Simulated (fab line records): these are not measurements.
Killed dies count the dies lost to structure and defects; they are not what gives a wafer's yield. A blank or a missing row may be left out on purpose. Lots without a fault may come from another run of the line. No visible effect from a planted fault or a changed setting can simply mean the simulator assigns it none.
fab line records	flow sky130
record lots=14	wafers=42	last_day=50
route steps=708 shown METAL1@452 VIA1@473 METAL2@495
lots that met no fault: from a run of the same line without faults
start_h: hours from the record's opening day to when the first of the lot's shown wafers began	wait_h: hours since the lot's step before	" same as the row above	L1.1+2: several wafers, shown together as one row	- no value present, or no start provided	* or withheld: withheld	< > ~ a bound
route shown NAME@n: a module of which the file shows steps, and the number in the route of the first	usual: mean/standard deviation of fault-free wafers	same: alike in all rows	chamber/n: place in a boat	sites: the reading at each site	_std_site: the standard deviation of these	_edge_site: mean of outer sites minus mean of inner sites	radius_mm: how far each site lies from the wafer's centre	mask NAME#n: copy n	behind: the last tool/chamber to shape the wafer	hold: the reason the lot was held/the length of the hold in hours/how it ended	device: the transistor (n, p or np) that didn't switch	end of line: at the end of the route, the tests of the same wafers	for a step that has no rows: nothing shown but its recipe	killed: dies lost to structure and defects at the first sort, not the wafer's yield	map: a wafer's dies, x killed, . not, _ none there
set.NAME: the setting that was run; set.NAME@STEP: the one run at that earlier step	model.NAME: the simulator's own value behind a step, which no gauge read
one table for each step of the route and one row for each wafer, over a sample of lots
services: when a tool's chamber went out of use (start_h, in hours from the record's first day, below 0 if earlier), for how many hours, and the reason
## steps
# step SKY_METAL1_ETCH_18
# recipe chemistry=N2/H2	target=BARC	ion_energy_ev=200	bias_w=100	pressure_mtorr=30	n2_flow_sccm=100	h2_flow_sccm=200	icp_w=500	stop_on=SiO2	time_s=45.9	target_depth_a=600
# usual drypump_motor_current_A=5.81/0.28	oes_product_au=0.855/0.0052	throttle_valve_pct=13.224/0.0092
lot.wafer	tool	chamber	start_h	wait_h	drypump_motor_current_A	oes_product_au	rf_hours_counter_h	throttle_valve_pct
L754.2	rie_metal-03	0	774.83	0.1	6.09	0.849	-	13.220
L754.3	"	0	"	"	6.08	0.859	-	13.218
L754.6	"	0	"	"	6.09	0.849	-	13.242
L756.2	rie_metal-01	1	781.52	0.1	5.37	0.847	-	13.235
L756.4	"	1	"	"	5.39	0.858	-	13.212
L756.6	"	1	"	"	5.38	0.860	-	13.234
L761.4	rie_metal-04	0	830.26	0.0	5.58	0.852	-	13.227
L761.5	"	1	"	"	5.92	0.853	-	13.229
L761.6	"	0	"	"	5.55	0.859	-	13.221
L762.1	rie_metal-03	0	833.42	0.0	6.07	0.856	13	13.244
L762.5	"	1	"	"	6.04	0.849	-	13.222
L762.6	"	0	"	"	6.07	0.860	-	13.227
L765.3	rie_metal-01	0	853.89	0.0	5.99	0.857	-	13.228
L765.4	"	1	"	"	5.38	0.851	-	13.223
L765.5	"	0	"	"	6.00	0.852	-	13.223
L766.1	rie_metal-04	0	864.17	0.0	5.58	0.853	14	13.239
L766.2	"	1	"	"	5.95	0.857	4	13.220
L766.3	"	1	"	"	5.93	0.855	-	13.227
L767.3	rie_metal-01	1	869.52	0.1	5.37	0.853	-	13.216
L767.4	"	1	"	"	5.38	0.858	-	13.246
L767.6	"	1	"	"	5.38	0.852	-	13.230
L769.4	rie_metal-03	0	893.60	0.0	6.07	0.851	-	13.211
L769.5	"	1	"	"	6.04	0.853	-	13.232
L769.6	"	0	"	"	6.08	0.855	-	13.211
L771.1	rie_metal-03	1	899.52	0.0	6.01	0.853	5	13.222
L771.3	"	0	"	"	6.08	0.850	-	13.215
L771.5	"	0	"	"	6.07	0.860	-	13.225
L772.3	rie_metal-03	0	909.20	0.0	6.09	0.858	-	13.209
L772.5	"	0	"	"	6.09	0.859	-	13.227
L772.6	"	1	"	"	6.06	0.860	-	13.205
L773.1	rie_metal-04	0	915.95	0.1	5.57	0.855	18	13.227
L773.2	"	0	"	"	5.55	0.851	-	13.232
L773.3	"	0	"	"	5.54	0.859	-	13.216
L774.3	rie_metal-03	0	922.30	0.0	6.09	0.851	-	13.233
L774.4	"	1	"	"	6.07	0.857	-	13.239
L774.5	"	1	"	"	6.06	0.853	-	13.232
L775.1	rie_metal-04	0	927.80	0.1	5.55	0.856	19	13.214
L775.3	"	0	"	"	5.58	0.855	-	13.209
L775.6	"	0	"	"	5.56	0.857	-	13.239
L776.1	rie_metal-03	0	948.51	0.1	6.09	0.855	20	13.231
L776.2	"	0	"	"	6.07	0.858	-	13.217
L776.4	"	0	"	"	6.07	0.855	-	13.219
# step SKY_VIA1_ETCH_15
# recipe target=SiO2	chemistry=C4F8/O2/Ar	target_depth_nm=351	stop_on=TiN	mask_material=KrF-thick	source_w=1500	bias_w=1200	pressure_mtorr=40	c4f8_flow_sccm=withheld	O2_flow_sccm=6	Ar_flow_sccm=300	time_s=54
# usual oes_product_au=0.982/0.0063
lot.wafer	tool	chamber	start_h	wait_h	oes_product_au	rf_hours_counter_h
L754.2	rie_diel-04	1	803.52	0.0	0.980	17
L754.3	"	3	"	"	0.977	20
L754.6	"	2	"	"	0.991	-
L756.2	rie_diel-03	2	809.10	0.0	0.986	8
L756.4	"	3	"	"	0.975	-
L756.6	"	0	"	"	0.978	-
L761.4	rie_diel-03	2	857.53	0.0	0.992	10
L761.5	"	2	"	"	0.990	-
L761.6	"	3	"	"	0.979	-
L762.1	rie_diel-03	0	861.23	0.0	0.979	17
L762.5	"	3	"	"	0.973	-
L762.6	"	2	"	"	0.994	-
L765.3	rie_diel-01	3	881.01	0.0	0.974	20
L765.4	"	1	"	"	0.964	6
L765.5	"	0	"	"	0.985	-
L766.1	rie_diel-01	1	891.04	0.0	0.969	6
L766.2	"	3	"	"	0.979	21
L766.3	"	2	"	"	0.979	5
L767.3	rie_diel-03	0	896.83	0.0	0.979	19
L767.4	"	1	"	"	0.983	3
L767.6	"	3	"	"	0.971	-
L769.4	rie_diel-01	2	919.93	0.0	0.989	6
L769.5	"	0	"	"	0.989	-
L769.6	"	3	"	"	0.983	-
L771.1	rie_diel-04	3	925.93	0.0	0.979	24
L771.3	"	0	"	"	0.976	9
L771.5	"	0	"	"	0.986	-
L772.3	rie_diel-03	1	935.13	0.0	0.974	4
L772.5	"	2	"	"	0.988	-
L772.6	"	3	"	"	0.974	-
L773.1	rie_diel-03	2	941.84	0.0	0.983	12
L773.2	"	1	"	"	0.982	4
L773.3	"	3	"	"	0.975	17
L774.3	rie_diel-03	2	948.89	0.0	0.987	13
L774.4	"	1	"	"	0.986	4
L774.5	"	2	"	"	0.988	-
L775.1	rie_diel-03	1	957.09	0.0	0.984	4
L775.3	"	0	"	"	0.988	20
L775.6	"	1	"	"	0.980	-
L776.1	rie_diel-03	2	973.23	0.0	0.987	13
L776.2	"	0	"	"	0.980	21
L776.4	"	1	"	"	0.980	5
# step SKY_METAL2_EXPOSE_12
# recipe mask_id=MM2	na=0.8	source_shape=annular	sigma_inner=0.55	sigma_outer=0.85	target_cd_nm=140	dose_mj=28
# usual exposure_dose_mJ_cm2=27.965/0.027	focus_offset_nm=0.0/0.57	sigma_outer=0.85/0
lot.wafer	tool	chamber	start_h	wait_h	mask	exposure_dose_mJ_cm2	focus_offset_nm	sigma_outer
L754.2	krf_scanner-01	0	818.10	-	MM2#0	27.994	0.3	0.85
L754.3	"	0	"	"	MM2#0	28.003	-0.6	0.85
L754.6	"	0	"	"	MM2#0	27.982	0.2	0.85
L756.2	krf_scanner-02	0	823.80	-	MM2#0	27.983	0.9	0.85
L756.4	"	0	"	"	MM2#0	27.979	1.0	0.85
L756.6	"	0	"	"	MM2#0	27.958	2.2	0.85
L761.4	krf_scanner-02	-	872.32	-	MM2#0	-	-	-
L761.5	"	-	"	"	MM2#0	-	-	-
L761.6	"	-	"	"	MM2#0	-	-	-
L762.1	krf_scanner-01	-	875.41	-	MM2#0	-	-	-
L762.5	"	-	"	"	MM2#0	-	-	-
L762.6	"	-	"	"	MM2#0	-	-	-
L765.3	krf_scanner-01	0	895.17	-	MM2#0	27.968	1.1	0.85
L765.4	"	0	"	"	MM2#0	27.958	0.5	0.85
L765.5	"	0	"	"	MM2#0	27.998	0.3	0.85
L766.1	krf_scanner-02	0	905.60	-	MM2#0	27.931	0.2	0.85
L766.2	"	0	"	"	MM2#0	27.892	0.1	0.85
L766.3	"	0	"	"	MM2#0	27.931	0.0	0.85
L767.3	krf_scanner-01	0	911.60	-	MM2#0	27.969	-0.2	0.85
L767.4	"	0	"	"	MM2#0	27.971	-1.3	0.85
L767.6	"	0	"	"	MM2#0	28.012	-0.6	0.85
L769.4	krf_scanner-01	0	934.37	-	MM2#0	27.985	-0.4	0.85
L769.5	"	0	"	"	MM2#0	28.006	-0.2	0.85
L769.6	"	0	"	"	MM2#0	27.978	0.4	0.85
L771.1	krf_scanner-02	0	940.41	-	MM2#0	27.913	0.5	0.85
L771.3	"	0	"	"	MM2#0	27.968	0.2	0.85
L771.5	"	0	"	"	MM2#0	27.944	0.0	0.85
L772.3	krf_scanner-02	0	948.72	-	MM2#0	27.931	-0.1	0.85
L772.5	"	0	"	"	MM2#0	27.944	0.4	0.85
L772.6	"	0	"	"	MM2#0	27.910	-0.4	0.85
L773.1	krf_scanner-02	0	956.59	-	MM2#0	28.017	0.2	0.85
L773.2	"	0	"	"	MM2#0	27.973	0.0	0.85
L773.3	"	0	"	"	MM2#0	27.954	0.0	0.85
L774.3	krf_scanner-02	0	963.22	-	MM2#0	27.966	-0.1	0.85
L774.4	"	0	"	"	MM2#0	27.972	-0.2	0.85
L774.5	"	0	"	"	MM2#0	27.952	-0.7	0.85
L775.1	krf_scanner-01	0	969.66	-	MM2#0	27.936	0.5	0.85
L775.3	"	0	"	"	MM2#0	27.941	1.3	0.85
L775.6	"	0	"	"	MM2#0	27.956	0.5	0.85
L776.1	krf_scanner-01	0	987.24	-	MM2#0	27.928	0.2	0.85
L776.2	"	0	"	"	MM2#0	27.946	-1.0	0.85
L776.4	"	0	"	"	MM2#0	27.968	-1.0	0.85
# step SKY_METAL2_OVL_MEAS_16
# usual METAL2_OVL=1/5.4
lot.wafer	tool	chamber	start_h	wait_h	METAL2_OVL[nm]
L754.2	overlay-01	-	831.46	0.1	-6
L754.3	"	-	"	"	-6
L754.6	"	-	"	"	-4
L756.2	overlay-01	-	836.88	0.1	8
L756.4	"	-	"	"	12
L756.6	"	-	"	"	13
L761.4	overlay-02	-	885.69	0.1	-
L761.5	"	-	"	"	-
L761.6	"	-	"	"	-
L762.1	overlay-02	-	888.65	0.1	-
L762.5	"	-	"	"	-
L762.6	"	-	"	"	-
L765.3	overlay-02	-	907.47	0.1	4
L765.4	"	-	"	"	3
L765.5	"	-	"	"	1
L766.1	overlay-02	-	917.60	0.1	-5
L766.2	"	-	"	"	-6
L766.3	"	-	"	"	0
L767.3	overlay-02	-	923.66	0.1	2
L767.4	"	-	"	"	0
L767.6	"	-	"	"	-3
L769.4	overlay-02	-	945.92	0.1	-11
L769.5	"	-	"	"	-3
L769.6	"	-	"	"	-8
L771.1	overlay-01	-	952.15	0.1	3
L771.3	"	-	"	"	3
L771.5	"	-	"	"	5
L772.3	overlay-02	-	961.47	0.1	3
L772.5	"	-	"	"	3
L772.6	"	-	"	"	2
L773.1	overlay-02	-	968.05	0.1	-7
L773.2	"	-	"	"	-1
L773.3	"	-	"	"	-2
L774.3	overlay-01	-	974.31	0.1	4
L774.4	"	-	"	"	-1
L774.5	"	-	"	"	0
L775.1	overlay-02	-	983.05	0.1	-12
L775.3	"	-	"	"	-5
L775.6	"	-	"	"	0
L776.1	overlay-02	-	998.31	0.1	-3
L776.2	"	-	"	"	-3
L776.4	"	-	"	"	-4
## services
tool	chamber	start_h	hours	kind
krf_scanner-01	-	766.80	1.0	pm
rie_metal-04	-	794.54	2.8	pm
rie_diel-03	1	806.29	4.7	repair
rie_metal-03	-	809.05	0.2	repair
krf_scanner-01	-	819.01	1.0	repair
krf_scanner-01	-	823.79	3.4	repair
krf_scanner-01	-	825.68	0.9	repair
krf_scanner-02	-	852.24	1.0	pm
krf_scanner-01	-	853.89	0.3	repair
krf_scanner-01	-	860.56	0.8	pm
krf_scanner-02	-	870.96	1.3	pm
krf_scanner-01	-	875.95	1.3	pm
krf_scanner-02	-	880.93	5.0	repair
krf_scanner-01	-	903.95	4.4	pm
krf_scanner-02	-	908.38	0.8	pm
rie_diel-03	-	913.74	2.8	pm
krf_scanner-02	-	921.18	1.3	repair
krf_scanner-02	-	924.97	3.6	repair
krf_scanner-02	-	928.55	0.8	pm
rie_diel-03	2	935.19	2.5	repair
krf_scanner-01	-	935.69	1.0	pm
rie_metal-03	1	936.64	28.2	repair
krf_scanner-01	-	941.08	4.0	pm
krf_scanner-02	-	941.69	3.7	repair
## key
first_sign step=SKY_METAL2_EXPOSE_12	reading=tool_record	direction=missing
effect none on later readings
met_at SKY_METAL2_EXPOSE_12
struck_lots L761,L762
later_rows_left_out L761.4,L761.5,L761.6,L762.1,L762.5,L762.6
sort_left_out L761.4,L761.5,L761.6,L762.1,L762.5,L762.6
not_acting_at SKY_METAL1_ETCH_18,SKY_VIA1_ETCH_15,SKY_METAL2_OVL_MEAS_16
onset_between 823.80 872.32
fault kind=skipped_step_whole	tool=krf_scanner-01,krf_scanner-02	chamber=-	onset_h=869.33	steps=SKY_METAL2_EXPOSE_12	scope=struck_lots_only
# sort_left_out: the simulated sort isn't trusted on such a fault, so these wafers' sort isn't shown, and their yield isn't known
# later_rows_left_out: the simulator's readings of these wafers behind a module that went badly wrong aren't trusted and aren't shown, but for the sort
